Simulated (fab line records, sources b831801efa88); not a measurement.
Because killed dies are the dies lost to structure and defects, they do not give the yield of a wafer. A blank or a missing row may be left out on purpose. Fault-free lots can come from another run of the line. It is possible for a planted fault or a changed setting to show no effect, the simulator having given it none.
A lot that was struck, set against a sound lot + flow sky130 + 43 steps out of a route of 708
Sound: wafers L159.1, L159.3, L159.4. Wafers L170.2, L170.3, L170.6 were the ones struck. Last of all comes the cause.
Each step with rows lists, per side, the tool, then ch with its chambers, then its first start. Under that, the readings that differ: sound wafers + struck wafers + difference of the means + sigmas: that difference in standard deviations of wafers without a fault.
alike: readings with means less than 2 such deviations apart, plus words and numbers identical on both sides. not compared: withheld readings, readings lacking a value on some wafer, bounds such as >300 that could conceal the same value, and numbers that have no deviation in the record and whose values overlap.
A row with sigmas, a row that says differs or no value, or rows on one side alone: a step with any of these is where the two part. Numbers that have no deviation but don't overlap get no sigmas and don't part them. A reading that every wafer of one side lacks parts them only if that side has two wafers or more.

SKY_GATE_OXIDE_TW_MEAS_14:
  sound on filmMetro-03, day 15 12:47; struck on filmMetro-03, day 20 06:34
  alike: GATE_OXIDE_TW
then, 3 steps without rows for these wafers: SKY_GATE_OXIDE_CLEAN_15 (cleans in SC1/SC2, time 150 s); SKY_GATE_OXIDE_OXIDATION_16 (stabilise 600 s, purge 300 s, target thk 3.57 nm); SKY_POLY_GATE_CVD_00 (deposits poly-Si, target thk 180 nm, time 720 s).
SKY_POLY_GATE_THK_MEAS_01:
  sound on filmMetro-03, day 15 15:37; struck on filmMetro-03, day 20 09:31
  alike: POLY_GATE_CVD_00_THK
then, 7 steps without rows for these wafers: SKY_RES_PROTECT_DEHYDRATE_00 (time 60 s); SKY_RES_PROTECT_HMDS_01 (prime time 60 s); SKY_RES_PROTECT_COAT_02 (resist thk 1140 nm); SKY_RES_PROTECT_SOFTBAKE_03 (time 60 s); SKY_RES_PROTECT_EXPOSE_04 (exposes mask RPM, target cd 1270 nm); SKY_RES_PROTECT_PEB_05; SKY_RES_PROTECT_DEVELOP_06 (develop time 60 s).
SKY_POLY_GATE_IMPLANT_02:
  sound on implanter-03 ch 0, day 16 19:29; struck on implanter-01 ch 0, day 21 15:51
SKY_RES_PROTECT_STRIP_07: strips in O2/N2.
  sound on plasmaAsher-02 ch 0,1, day 16 19:38; struck on plasmaAsher-02 ch 0,1, day 21 15:58
  alike: chamberPressureMTorr, drypumpMotorCurrentA, oesProductAu, stripTimeToEndpointS
  not compared: rfHoursCounterH
SKY_RES_PROTECT_TW_MEAS_08:
  sound on filmMetro-04, day 16 19:44; struck on filmMetro-04, day 21 16:05
  alike: POLY_GATE_TW
then, 2 steps without rows for these wafers: SKY_RES_PROTECT_CLEAN_09 (cleans in SC1/SC2, time 150 s); SKY_POLY_GATE_CVD_03 (deposits Si3N4 from DCS/NH3, target thk 75 nm, time 1290 s).
SKY_POLY_GATE_THK_MEAS_04:
  sound on filmMetro-03, day 16 22:14; struck on filmMetro-01, day 21 17:33
  alike: POLY_GATE_CVD_03_THK
then, 8 steps without rows for these wafers: SKY_POLY_GATE_DEHYDRATE_05 (time 60 s); SKY_POLY_GATE_HMDS_06 (prime time 60 s); SKY_POLY_GATE_COAT_07 (resist thk 110 nm); SKY_POLY_GATE_COAT_08 (resist thk 450 nm); SKY_POLY_GATE_SOFTBAKE_09 (time 90 s); SKY_POLY_GATE_EXPOSE_10 (exposes mask P1M, target cd 150 nm); SKY_POLY_GATE_PEB_11; SKY_POLY_GATE_DEVELOP_12 (develop time 60 s).
SKY_POLY_GATE_CD_MEAS_13: the cd target is 150 nm.
  sound on cdSem-01, day 18 02:35; struck on cdSem-01, day 23 00:13
  alike: cdNm
SKY_POLY_GATE_OVL_MEAS_14:
  sound on overlay-02, day 18 02:43; struck on overlay-02, day 23 00:19
  alike: POLY_GATE_OVL
SKY_POLY_GATE_ETCH_15: etches BARC in N2/H2, stops on SiO2, time 118.5 s, target depth 110 nm.
  sound on rieDiel-04 ch 0,1,3, day 18 02:44; struck on rieDiel-03 ch 0,1,2, day 23 00:20
  alike: chamberPressureMTorr, drypumpMotorCurrentA, oesProductAu, throttleValvePct
  not compared: rfHoursCounterH
SKY_POLY_GATE_ETCH_16: etches Si3N4 in CH3F/O2, stops on poly-Si, time 147.5 s, target depth 75 nm.
  sound on rieDiel-04 ch 0,1,3, day 18 02:50; struck on rieDiel-03 ch 0,1,2, day 23 00:26
  alike: chamberPressureMTorr, drypumpMotorCurrentA, oesProductAu, throttleValvePct
  not compared: rfHoursCounterH
SKY_POLY_GATE_ETCH_17: etches poly-Si in HBr/Cl2, stops on SiO2, target depth 180 nm, time 70.5 s.
  sound on rieSi-01 ch 1,2,3, day 18 02:56; struck on rieSi-01 ch 1,2,3, day 23 00:32
  alike: chamberPressureMTorr, drypumpMotorCurrentA, oesProductAu, throttleValvePct
  not compared: rfHoursCounterH
SKY_POLY_GATE_STRIP_18: strips in O2/N2.
  sound on plasmaAsher-04 ch 0,1, day 18 02:59; struck on plasmaAsher-04 ch 0,1, day 23 00:35
  alike: chamberPressureMTorr, drypumpMotorCurrentA, oesProductAu, stripTimeToEndpointS
  not compared: rfHoursCounterH
then, 2 steps without rows for these wafers: SKY_POLY_GATE_CLEAN_19 (cleans in SC1/SC2, time 150 s); SKY_POLY_GATE_OXIDATION_20 (stabilise 600 s, purge 300 s, target thk 4 nm).
SKY_POLY_GATE_THK_MEAS_21:
  sound on filmMetro-02, day 18 04:23; struck on filmMetro-02, day 23 01:59
  alike: POLY_GATE_OXIDATION_THK
SKY_POLY_GATE_CD_MEAS_22:
  sound on cdSem-01, day 18 04:26; struck on cdSem-01, day 23 02:04
  alike: cdNm
then, 6 steps without rows for these wafers: SKY_LDD_N_DEHYDRATE_00 (time 60 s); SKY_LDD_N_HMDS_01 (prime time 60 s); SKY_LDD_N_COAT_02 (resist thk 300 nm); SKY_LDD_N_SOFTBAKE_03 (time 60 s); SKY_LDD_N_EXPOSE_04 (exposes mask NTM, target cd 840 nm); SKY_LDD_N_PEB_05.
-- a jump in the record: the struck wafers' starts before and after are 27 days apart (it breaks off in module LDD_N and resumes in module PAD_OPEN, where the first step shown is number 708 of the route) --
SKY_PAD_OPEN_PROBE_99:
  sound on prober-02, day 47 01:21; struck on prober-02, day 49 22:57
| reading                                  | sound                | struck               | difference | sigmas |
|------------------------------------------|----------------------|----------------------|------------|--------|
| model.etest.resPoly.rsOhmSqRimLessCentre | 0.408 -1.03 -0.08541 | -2.011 -2.761 -2.646 | -2.237     |        |
| model.etest.resPoly.rsOhmSqRange         | 0.8568 1.536 1.277   | 2.428 3.55 3.08      | +1.796     |        |
| model.etest.resPoly.rsOhmSq              | 48.24 48.7 48.9      | 49.67 49.21 49.7     | +0.91      |        |
  alike: killed_at_M0_to_M3, killed_at_M4_up, killedAtContacts, killedAtFrontEnd, killedAtOther, killedDies, killedOpen, killedShort

WHERE THEY PART
Nowhere in this record.

WHY: the cause the simulator had injected
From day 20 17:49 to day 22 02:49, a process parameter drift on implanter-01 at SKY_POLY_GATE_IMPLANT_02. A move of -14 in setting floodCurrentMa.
